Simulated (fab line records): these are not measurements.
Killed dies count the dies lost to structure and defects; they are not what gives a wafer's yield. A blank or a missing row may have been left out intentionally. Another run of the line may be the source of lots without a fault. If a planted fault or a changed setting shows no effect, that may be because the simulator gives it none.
fab line records | flow sfq_line
[record] lots = 7 wafers = 21 last_day = 81
route steps=325 shown M2@89 I2@103 M3@118 M8@325
lots with no fault: from the same line, run without faults
start_h: hours from the record's first day to the start of the lot's first wafer shown | wait_h: hours elapsed since this lot's preceding step | " repeats the value in the row above | L1.1+2: a row that stands for several wafers | - value missing, or start not given | * or withheld: withheld | < > ~ a bound
route shown NAME@n: names a module that has steps shown in the file, with the first one's number in the route | usual: mean/standard deviation taken from wafers without a fault | same: alike in all rows | chamber/n: place in a boat | sites: readings site by site | _std_site: standard deviation across them | _edge_site: outer sites' mean less inner sites' | radius_mm: how far each site lies from the wafer's centre | mask NAME#n: copy n | behind: the tool/chamber that last shaped the wafer | hold: the reason the lot was held/the length of the hold in hours/how it ended | device: the transistor (n, p or np) that didn't switch | end of line: the same wafers' tests at the end of the route | for a step that has no rows: nothing shown but its recipe | killed: at the first sort, the dies lost to defects and structure; wafer yield is something else | map: the dies of a wafer, with x for killed, . for not killed, _ for no die there
set.NAME: the setting that was run; set.NAME@STEP: the one run at that earlier step | model.NAME: the simulator's own value behind a step, which no gauge read
lots at selected steps of the route; one table per step, one row per wafer
services: when a tool's chamber went out of use (start_h, in hours from the record's first day, below 0 if earlier), for how many hours, and the reason
[[steps]]
[step SFQ_TRILAYER_M2_DEP_SPUTTER_055]
[recipe] material = Nb base_pressure_pa = 1.33e-06 chamber_pressure_pa = 0.1333 substrate_temp_c = 20 resputter_cathode_voltage_v = 400 target_thk_nm = 200 power_w = 2000 time_s = 133.3
[step SFQ_M2_RS_MEAS_914]
[recipe] thk_meas_gauge = four-point-probe reads = Nb_of_TRILAYER_M2_DEP_SPUTTER_055
[usual] M2_NB_RS = 0.898/0.0089
// columns lot.wafer tool chamber start_h wait_h M2_NB_RS[ohm/sq]
L312.1 film_metro-04 - 564.22 0.0 0.895
L312.4 " - " " 0.902
L312.6 " - " " 0.906
L316.3 film_metro-03 - 585.26 0.1 0.893
L316.5 " - " " 0.897
L316.6 " - " " 0.892
L317.2 film_metro-02 - 588.82 0.1 0.899
L317.4 " - " " 0.905
L317.6 " - " " 0.902
L318.2 film_metro-03 - 590.04 0.1 0.911
L318.5 " - " " 0.909
L318.6 " - " " 0.897
L319.2 film_metro-02 - 593.62 0.1 0.902
L319.3 " - " " 0.897
L319.6 " - " " 0.910
L330.2 film_metro-02 - 612.84 0.1 0.906
L330.3 " - " " 0.892
L330.6 " - " " 0.907
L331.1 film_metro-02 - 614.00 0.0 0.895
L331.3 " - " " 0.896
L331.6 " - " " 0.892
[step SFQ_TRILAYER_M2_LITHO_COAT_062]
[recipe] resist = BARC spin_rpm = 3000 resist_thk_nm = 62
[step SFQ_TRILAYER_M2_LITHO_COAT_057]
[recipe] resist = KrF spin_rpm = 3000 resist_thk_nm = 600
[step SFQ_TRILAYER_M2_LITHO_SOFTBAKE_061]
[recipe] temp_c = withheld time_s = withheld resist = KrF
[step SFQ_TRILAYER_M2_LITHO_EXPOSE_058]
[recipe] mask_id = M2 na = 0.6 source_shape = conventional sigma_outer = 0.65 target_cd_nm = 500 dose_mj = 14.4
[step SFQ_TRILAYER_M2_LITHO_PEB_060]
[recipe] peb_temp_c = 115 peb_time_s = 60 resist = KrF
[step SFQ_TRILAYER_M2_LITHO_DEVELOP_059]
[recipe] time_s = 60 resist = KrF
[step SFQ_M2_OVL_MEAS_916]
[usual] M2_OVL = -1/4.9
// columns lot.wafer tool chamber start_h wait_h M2_OVL[nm]
L312.1 overlay-01 - 703.42 0.1 -2
L312.4 " - " " -1
L312.6 " - " " 0
L316.3 overlay-02 - 721.43 0.1 -2
L316.5 " - " " 3
L316.6 " - " " 3
L317.2 overlay-02 - 727.43 0.1 7
L317.4 " - " " 1
L317.6 " - " " 0
L318.2 overlay-02 - 728.63 0.1 5
L318.5 " - " " 3
L318.6 " - " " 5
L319.2 overlay-02 - 732.23 0.1 -10
L319.3 " - " " -7
L319.6 " - " " 0
L330.2 overlay-01 - 753.95 0.1 -8
L330.3 " - " " -3
L330.6 " - " " -6
L331.1 overlay-02 - 755.14 0.1 -4
L331.3 " - " " -4
L331.6 " - " " -4
[step SFQ_TRILAYER_M2_BARC_OPEN_METAL_ETCH_077]
[recipe] mask_material = PR chemistry = O2 target_depth_nm = 125 target = BARC icp_w = 600 bias_w = 80 pressure_mtorr = 10 time_s = 41.7
[usual] drypump_motor_current_A = 5.92/0.3 oes_product_au = 0.684/0.0046
// columns lot.wafer tool chamber start_h wait_h drypump_motor_current_A oes_product_au rf_hours_counter_h
L312.1 rie_metal-03 1 703.46 0.0 6.32 0.682 90
L312.4 " 1 " " 6.28 0.682 -
L312.6 " 0 " " 5.54 0.680 -
L316.3 rie_metal-01 0 721.48 0.0 5.81 0.686 -
L316.5 " 1 " " 5.72 0.685 -
L316.6 " 0 " " 5.79 0.696 -
L317.2 rie_metal-03 1 727.46 0.0 6.28 0.685 93
L317.4 " 1 " " 6.30 0.685 -
L317.6 " 1 " " 6.32 0.686 -
L318.2 rie_metal-04 0 728.66 0.0 6.32 0.685 16
L318.5 " 0 " " 6.31 0.686 -
L318.6 " 1 " " 5.72 0.679 -
L319.2 rie_metal-01 0 732.26 0.0 5.76 0.683 127
L319.3 " 1 " " 5.76 0.695 -
L319.6 " 0 " " 5.78 0.684 -
L330.2 rie_metal-03 0 753.98 0.0 5.54 0.671 131
L330.3 " 1 " " 6.28 0.678 -
L330.6 " 0 " " 5.55 0.675 -
L331.1 rie_metal-01 0 755.18 0.0 5.77 0.679 130
L331.3 " 1 " " 5.73 0.677 -
L331.6 " 0 " " 5.75 0.683 -
[step SFQ_TRILAYER_M2_ETCH_METAL_ETCH_060]
[recipe] target = Nb stop_on = SiO2 mask_material = PR chemistry = Cl2/Ar target_depth_nm = 240 icp_w = 600 bias_w = 80 pressure_mtorr = 10 time_s = 120
[step SFQ_TRILAYER_M2_STRIP_STRIP_061]
[recipe] gas = O2 power_w = 200 platen_temp_c = 40 overash_fraction = 0.65 chemistry = O2 pressure_mtorr = 50
[usual] chamber_pressure_mTorr = 50.01/0.043 drypump_motor_current_A = 5.92/0.3 oes_product_au = 1.004/0.011
// columns lot.wafer tool chamber start_h wait_h chamber_pressure_mTorr drypump_motor_current_A oes_product_au rf_hours_counter_h model.KrF_of_TRILAYER_M2_LITHO_COAT_057.thk_nm model.BARC_of_TRILAYER_M2_LITHO_COAT_062.thk_nm
L312.1 rie_metal-03 1 703.64 0.1 49.96 6.31 1.008 90 0 0
L312.4 " 1 " " 49.99 6.30 1.003 - 0 0
L312.6 " 0 " " 49.96 5.55 1.000 - 0 0
L316.3 rie_metal-01 0 721.84 0.2 - - - - 384.7 62.01
L316.5 " 1 " " - - - - 384.1 61.97
L316.6 " 0 " " - - - - 385.2 61.91
L317.2 rie_metal-03 1 727.64 0.1 - - - - 379 62.15
L317.4 " 1 " " - - - - 377.8 62.16
L317.6 " 1 " " - - - - 380.4 62.1
L318.2 rie_metal-04 0 728.84 0.1 - - - - 377.4 61.93
L318.5 " 0 " " - - - - 378.5 61.83
L318.6 " 1 " " - - - - 379.6 61.79
L319.2 rie_metal-01 0 732.44 0.1 50.08 5.81 0.991 127 0 0
L319.3 " 1 " " 50.01 5.78 0.993 - 0 0
L319.6 " 0 " " 50.03 5.82 0.994 - 0 0
L330.2 rie_metal-03 0 754.17 0.1 50.01 5.55 0.991 131 0 0
L330.3 " 1 " " 50.02 6.30 0.996 - 0 0
L330.6 " 0 " " 49.98 5.57 1.001 - 0 0
L331.1 rie_metal-01 0 755.37 0.1 50.00 5.81 0.994 130 0 0
L331.3 " 1 " " 49.94 5.72 1.002 - 0 0
L331.6 " 0 " " 50.04 5.81 1.001 - 0 0
[step SFQ_TRILAYER_M2_STRIP_SOLV_CLEAN_062]
[recipe] chemistry = NMP temp_c = 70 time_s = 600
[step SFQ_TRILAYER_I2_DEP_PECVD_063]
[recipe] material = SiO2 temp_c = 150 time_s = 111.11 pressure_torr = 2.4 rf_w = 183.3 precursor = SiH4/N2O target_thk_nm = 500
[step SFQ_TRILAYER_I2_CMP_CMP_064]
[recipe] material = SiO2 down_force_psi = 3 platen_rpm = 60 pad_velocity_m_s = 0.94248
[step SFQ_I2_BOW_MEAS_917]
[recipe] mode = bow
[usual] I2_BOW = 2/9.2
// columns lot.wafer tool chamber start_h wait_h I2_BOW[um]
L312.1 film_metro-01 - 707.74 1.5 5
L312.4 " - " " -5
L312.6 " - " " -3
L316.3 film_metro-02 - 726.13 1.5 -18
L316.5 " - " " 2
L316.6 " - " " -1
L317.2 film_metro-02 - 731.51 2.0 0
L317.4 " - " " -17
L317.6 " - " " -5
L318.2 film_metro-03 - 734.51 1.0 6
L318.5 " - " " 17
L318.6 " - " " 7
L319.2 film_metro-03 - 737.51 1.5 8
L319.3 " - " " 8
L319.6 " - " " -3
L330.2 film_metro-03 - 764.44 1.0 -7
L330.3 " - " " 4
L330.6 " - " " 2
L331.1 film_metro-01 - 765.17 2.5 -7
L331.3 " - " " 3
L331.6 " - " " 1
[step SFQ_TRILAYER_I2_METRO_MEASURE_065]
[step SFQ_TRILAYER_I2_VIA_LITHO_COAT_072]
[recipe] resist = BARC spin_rpm = 3000 resist_thk_nm = 62
[step SFQ_TRILAYER_I2_VIA_LITHO_COAT_067]
[recipe] resist = KrF spin_rpm = 3000 resist_thk_nm = 650
[step SFQ_TRILAYER_I2_VIA_LITHO_SOFTBAKE_071]
[recipe] temp_c = withheld time_s = withheld resist = KrF
[step SFQ_TRILAYER_I2_VIA_LITHO_EXPOSE_068]
[recipe] mask_id = I2 na = 0.6 source_shape = conventional sigma_outer = 0.65 target_cd_nm = 500 dose_mj = 21.3
[step SFQ_TRILAYER_I2_VIA_LITHO_PEB_070]
[recipe] peb_temp_c = 115 peb_time_s = 60 resist = KrF
[step SFQ_TRILAYER_I2_VIA_LITHO_DEVELOP_069]
[recipe] time_s = 60 resist = KrF
[step SFQ_I2_OVL_MEAS_918]
[usual] I2_OVL = 1/5.2
// columns lot.wafer tool chamber start_h wait_h I2_OVL[nm]
L312.1 overlay-02 - 712.26 0.1 -4
L312.4 " - " " 1
L312.6 " - " " -11
L316.3 overlay-01 - 732.08 0.1 2
L316.5 " - " " -1
L316.6 " - " " 1
L317.2 overlay-02 - 891.05 0.1 9
L317.4 " - " " 3
L317.6 " - " " 4
L318.2 overlay-02 - 893.45 0.1 1
L318.5 " - " " 4
L318.6 " - " " 1
L319.2 overlay-02 - 895.85 0.1 -3
L319.3 " - " " 2
L319.6 " - " " 5
L330.2 overlay-01 - 918.65 0.1 -2
L330.3 " - " " -9
L330.6 " - " " -2
L331.1 overlay-01 - 919.85 0.1 -6
L331.3 " - " " 1
L331.6 " - " " -4
[step SFQ_TRILAYER_I2_VIA_BARC_OPEN_VIA_ETCH_096]
[recipe] mask_material = PR chemistry = O2 target_depth_nm = 125 target = BARC source_w = 500 bias_w = 80 pressure_mtorr = 30 time_s = 41.7
[usual] drypump_motor_current_A = 5.7/0.67 oes_product_au = 0.685/0.0047
// columns lot.wafer tool chamber start_h wait_h drypump_motor_current_A oes_product_au rf_hours_counter_h
L312.1 rie_diel-01 3 712.30 0.0 4.9 0.689 56
L312.4 " 2 " " 5.1 0.685 7
L312.6 " 2 " " 5.1 0.680 -
L316.3 rie_diel-03 1 732.10 0.0 5.5 0.695 9
L316.5 " 2 " " 6.3 0.692 -
L316.6 " 1 " " 5.6 0.684 -
L317.2 rie_diel-01 1 891.08 0.0 4.8 0.686 6
L317.4 " 0 " " 6.6 0.686 -
L317.6 " 3 " " 4.9 0.694 -
L318.2 rie_diel-01 0 893.48 0.0 6.6 0.692 8
L318.5 " 3 " " 4.9 0.695 -
L318.6 " 0 " " 6.6 0.678 -
L319.2 rie_diel-03 0 895.88 0.0 6.4 0.676 21
L319.3 " 3 " " 5.0 0.674 6
L319.6 " 1 " " 5.6 0.680 -
L330.2 rie_diel-03 1 918.68 0.0 5.6 0.686 12
L330.3 " 2 " " 6.4 0.681 7
L330.6 " 0 " " 6.4 0.685 -
L331.1 rie_diel-02 2 919.88 0.0 5.4 0.691 8
L331.3 " 1 " " 5.4 0.685 6
L331.6 " 1 " " 5.4 0.680 -
[step SFQ_TRILAYER_I2_VIA_ETCH_VIA_ETCH_070]
[recipe] target = SiO2 stop_on = Nb mask_material = PR taper_deg = 20 chemistry = CHF3 target_depth_nm = 260 source_w = 500 bias_w = 80 pressure_mtorr = 30 time_s = withheld
[usual] drypump_motor_current_A = 5.7/0.68 oes_product_au = 0.855/0.0056
// columns lot.wafer tool chamber start_h wait_h drypump_motor_current_A oes_product_au
L312.1 rie_diel-01 3 712.34 0.0 4.9 0.850
L312.4 " 2 " " 5.1 0.847
L312.6 " 2 " " 5.1 0.856
L316.3 rie_diel-03 1 732.14 0.0 5.6 0.854
L316.5 " 2 " " 6.4 0.852
L316.6 " 1 " " 5.6 0.857
L317.2 rie_diel-01 1 891.12 0.0 4.8 0.854
L317.4 " 0 " " 6.6 0.861
L317.6 " 3 " " 4.9 0.860
L318.2 rie_diel-01 0 893.52 0.0 6.6 0.862
L318.5 " 3 " " 4.9 0.862
L318.6 " 0 " " 6.6 0.861
L319.2 rie_diel-03 0 895.92 0.0 6.5 0.858
L319.3 " 3 " " 5.0 0.842
L319.6 " 1 " " 5.6 0.850
L330.2 rie_diel-03 1 918.72 0.0 5.6 0.851
L330.3 " 2 " " 6.4 0.849
L330.6 " 0 " " 6.5 0.839
L331.1 rie_diel-02 2 919.92 0.0 5.4 0.853
L331.3 " 1 " " 5.4 0.855
L331.6 " 1 " " 5.4 0.857
[step SFQ_TRILAYER_I2_VIA_STRIP_STRIP_071]
[recipe] gas = O2 power_w = 200 platen_temp_c = 40 overash_fraction = 0.65 chemistry = O2 pressure_mtorr = 50
[step SFQ_TRILAYER_I2_VIA_STRIP_SOLV_CLEAN_072]
[recipe] chemistry = NMP temp_c = 70 time_s = 600
[step SFQ_TRILAYER_M3_DEP_PRE_CLEAN_074]
[recipe] gas = Ar time_s = 22.5 bias_v = 250
[step SFQ_TRILAYER_M3_DEP_SPUTTER_073]
[recipe] material = Nb base_pressure_pa = 1.33e-06 chamber_pressure_pa = 0.1333 substrate_temp_c = 20 resputter_cathode_voltage_v = 400 target_thk_nm = 200 power_w = 2000 time_s = 133.3
[usual] throttle_valve_pct = 29.8/1.4
// columns lot.wafer tool chamber start_h wait_h throttle_valve_pct
L312.1 pvd_sputter-05 - 713.26 0.0 28.8
L312.4 " - " " 30.0
L312.6 " - " " 30.2
L316.3 pvd_sputter-05 - 733.06 0.0 29.8
L316.5 " - " " 28.9
L316.6 " - " " 30.3
L317.2 pvd_sputter-03 - 892.64 0.0 30.4
L317.4 " - " " 28.4
L317.6 " - " " 28.1
L318.2 pvd_sputter-05 - 894.44 0.0 30.2
L318.5 " - " " 32.5
L318.6 " - " " 29.6
L319.2 pvd_sputter-05 - 896.84 0.0 30.2
L319.3 " - " " 32.5
L319.6 " - " " 30.0
L330.2 pvd_sputter-06 - 919.66 0.0 28.9
L330.3 " - " " 31.0
L330.6 " - " " 31.1
L331.1 pvd_sputter-03 - 920.84 0.0 28.0
L331.3 " - " " 28.2
L331.6 " - " " 28.3
[step SFQ_M3_RS_MEAS_919]
[recipe] thk_meas_gauge = four-point-probe reads = Nb_of_TRILAYER_M3_DEP_SPUTTER_073
[usual] M3_NB_RS = 0.896/0.01
// columns lot.wafer tool chamber start_h wait_h M3_NB_RS[ohm/sq]
L312.1 film_metro-03 - 713.35 0.0 0.902
L312.4 " - " " 0.894
L312.6 " - " " 0.901
L316.3 film_metro-01 - 733.19 0.1 0.904
L316.5 " - " " 0.902
L316.6 " - " " 0.897
L317.2 film_metro-01 - 892.75 0.1 0.892
L317.4 " - " " 0.890
L317.6 " - " " 0.887
L318.2 film_metro-04 - 894.55 0.1 0.885
L318.5 " - " " 0.888
L318.6 " - " " 0.890
L319.2 film_metro-04 - 896.95 0.1 0.892
L319.3 " - " " 0.886
L319.6 " - " " 0.894
L330.2 film_metro-03 - 919.77 0.1 0.902
L330.3 " - " " 0.916
L330.6 " - " " 0.910
L331.1 film_metro-01 - 920.93 0.0 0.927
L331.3 " - " " 0.931
L331.6 " - " " 0.929
[step SFQ_TRILAYER_M3_LITHO_COAT_080]
[recipe] resist = BARC spin_rpm = 3000 resist_thk_nm = 62
[step SFQ_TRILAYER_M3_LITHO_COAT_075]
[recipe] resist = KrF spin_rpm = 3000 resist_thk_nm = 600
[step SFQ_TRILAYER_M3_LITHO_SOFTBAKE_079]
[recipe] temp_c = withheld time_s = withheld resist = KrF
[step SFQ_TRILAYER_M3_LITHO_EXPOSE_076]
[recipe] mask_id = M3 na = 0.6 source_shape = conventional sigma_outer = 0.65 target_cd_nm = 500 dose_mj = 14.4
[step SFQ_TRILAYER_M3_LITHO_PEB_078]
[recipe] peb_temp_c = 115 peb_time_s = 60 resist = KrF
[step SFQ_TRILAYER_M3_LITHO_DEVELOP_077]
[recipe] time_s = 60 resist = KrF
[step SFQ_M3_OVL_MEAS_921]
[usual] M3_OVL = 0/4.9
// columns lot.wafer tool chamber start_h wait_h M3_OVL[nm]
L312.1 overlay-02 - 715.86 0.1 4
L312.4 " - " " 1
L312.6 " - " " -2
L316.3 overlay-02 - 784.18 0.1 3
L316.5 " - " " -3
L316.6 " - " " 1
L317.2 overlay-01 - 908.59 0.1 3
L317.4 " - " " -1
L317.6 " - " " 1
L318.2 overlay-01 - 911.74 0.1 2
L318.5 " - " " 4
L318.6 " - " " 5
L319.2 overlay-02 - 915.34 0.1 1
L319.3 " - " " 8
L319.6 " - " " 6
L330.2 overlay-01 - 1059.46 0.1 -5
L330.3 " - " " 1
L330.6 " - " " 0
L331.1 overlay-01 - 1061.85 0.1 0
L331.3 " - " " -6
L331.6 " - " " -4
[step SFQ_TRILAYER_M3_BARC_OPEN_METAL_ETCH_100]
[recipe] mask_material = PR chemistry = O2 target_depth_nm = 125 target = BARC icp_w = 600 bias_w = 80 pressure_mtorr = 10 time_s = 41.7
[step SFQ_TRILAYER_M3_ETCH_METAL_ETCH_078]
[recipe] target = Nb stop_on = SiO2 mask_material = PR chemistry = Cl2/Ar target_depth_nm = 240 icp_w = 600 bias_w = 80 pressure_mtorr = 10 time_s = 120
[usual] drypump_motor_current_A = 5.9/0.48 oes_product_au = 0.891/0.0073
// columns lot.wafer tool chamber start_h wait_h drypump_motor_current_A oes_product_au rf_hours_counter_h
L312.1 rie_metal-01 1 715.96 0.0 5.7 0.889 160
L312.4 " 0 " " 5.7 0.889 -
L312.6 " 0 " " 5.8 0.887 -
L316.3 rie_metal-01 0 784.41 0.1 5.8 0.886 -
L316.5 " 0 " " 5.9 0.893 -
L316.6 " 0 " " 5.8 0.889 -
L317.2 rie_metal-02 0 908.67 0.0 6.5 0.904 73
L317.4 " 1 " " 5.2 0.893 -
L317.6 " 0 " " 6.5 0.889 -
L318.2 rie_metal-03 0 911.82 0.0 5.5 0.890 2
L318.5 " 1 " " 6.3 0.902 -
L318.6 " 0 " " 5.5 0.898 -
L319.2 rie_metal-02 0 915.42 0.0 6.5 0.901 75
L319.3 " 1 " " 5.2 0.895 -
L319.6 " 1 " " 5.2 0.891 -
L330.2 rie_metal-03 1 1059.55 0.0 6.3 0.891 149
L330.3 " 1 " " 6.3 0.889 -
L330.6 " 0 " " 5.5 0.883 -
L331.1 rie_metal-03 0 1061.95 0.0 5.6 0.871 24
L331.3 " 1 " " 6.3 0.875 -
L331.6 " 0 " " 5.6 0.871 -
[step SFQ_M8_BOW_MEAS_951]
[recipe] mode = bow
[usual] M8_BOW = 7/12
// columns lot.wafer tool chamber start_h wait_h M8_BOW[um] model.etest.i2.link_ohm
L312.1 film_metro-03 - 1669.54 0.0 10 1.982
L312.4 " - " " -1 1.974
L312.6 " - " " -1 1.988
L316.3 film_metro-03 - 1701.98 0.0 1 1e+06
L316.5 " - " " 20 1e+06
L316.6 " - " " 19 1e+06
L317.2 film_metro-03 - 1776.65 0.0 3 1e+06
L317.4 " - " " -13 1e+06
L317.6 " - " " -2 1e+06
L318.2 film_metro-01 - 1780.25 0.0 21 1e+06
L318.5 " - " " 31 1e+06
L318.6 " - " " 24 1e+06
L319.2 film_metro-02 - 1785.65 0.0 16 1.976
L319.3 " - " " 15 1.961
L319.6 " - " " 4 1.988
L330.2 film_metro-03 - 1934.07 0.0 -9 1.997
L330.3 " - " " 3 1.993
L330.6 " - " " 0 2.006
L331.1 film_metro-03 - 1935.24 0.0 -11 2.011
L331.3 " - " " -2 2.02
L331.6 " - " " -4 2.013
[[services]]
// columns tool chamber start_h hours kind
rie_diel-01 0 686.72 12.7 repair
rie_diel-01 1 688.03 4.3 repair
rie_diel-03 3 701.44 32.5 repair
rie_metal-03 1 718.17 6.1 repair
rie_diel-01 1 723.24 11.4 repair
rie_metal-02 - 757.38 2.8 repair
pvd_sputter-03 - 761.25 10.8 repair
rie_diel-01 3 765.37 7.0 repair
pvd_sputter-05 - 785.78 5.2 repair
rie_diel-01 3 786.79 3.2 repair
rie_metal-03 1 792.92 1.7 repair
rie_diel-03 - 808.32 1.0 repair
rie_diel-01 0 826.11 9.2 repair
rie_metal-03 - 828.91 2.8 pm
rie_diel-01 0 840.99 5.1 repair
rie_diel-01 3 874.89 12.1 repair
rie_diel-01 2 890.97 5.3 repair
pvd_sputter-05 - 908.62 4.8 repair
rie_diel-01 3 957.45 25.1 repair
rie_metal-03 - 983.29 1.4 pm
rie_diel-03 - 989.64 0.6 repair
rie_diel-03 - 999.07 0.7 repair
rie_diel-03 1 1031.15 6.3 repair
rie_metal-01 - 1037.22 4.5 repair
[[key]]
[first_sign] step = SFQ_TRILAYER_M2_STRIP_STRIP_061 reading = tool_record direction = missing
effect none on later readings
[model_effect] step = SFQ_TRILAYER_M2_STRIP_STRIP_061 value = KrF_of_TRILAYER_M2_LITHO_COAT_057.thk_nm without = 0 struck = 380.7
[model_effect] step = SFQ_M8_BOW_MEAS_951 value = etest.i2.link_ohm without = 1.981 struck = 1e+06
met_at SFQ_TRILAYER_M2_STRIP_STRIP_061
struck_wafers L316.3,L316.5,L316.6,L317.2,L317.4,L317.6,L318.2,L318.5,L318.6
onset_between 703.64 721.84
[fault] kind = skipped_step_whole tool = rie_metal-01,rie_metal-03,rie_metal-04 chamber = - onset_h = 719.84 steps = SFQ_TRILAYER_M2_STRIP_STRIP_061 scope = struck_lots_only
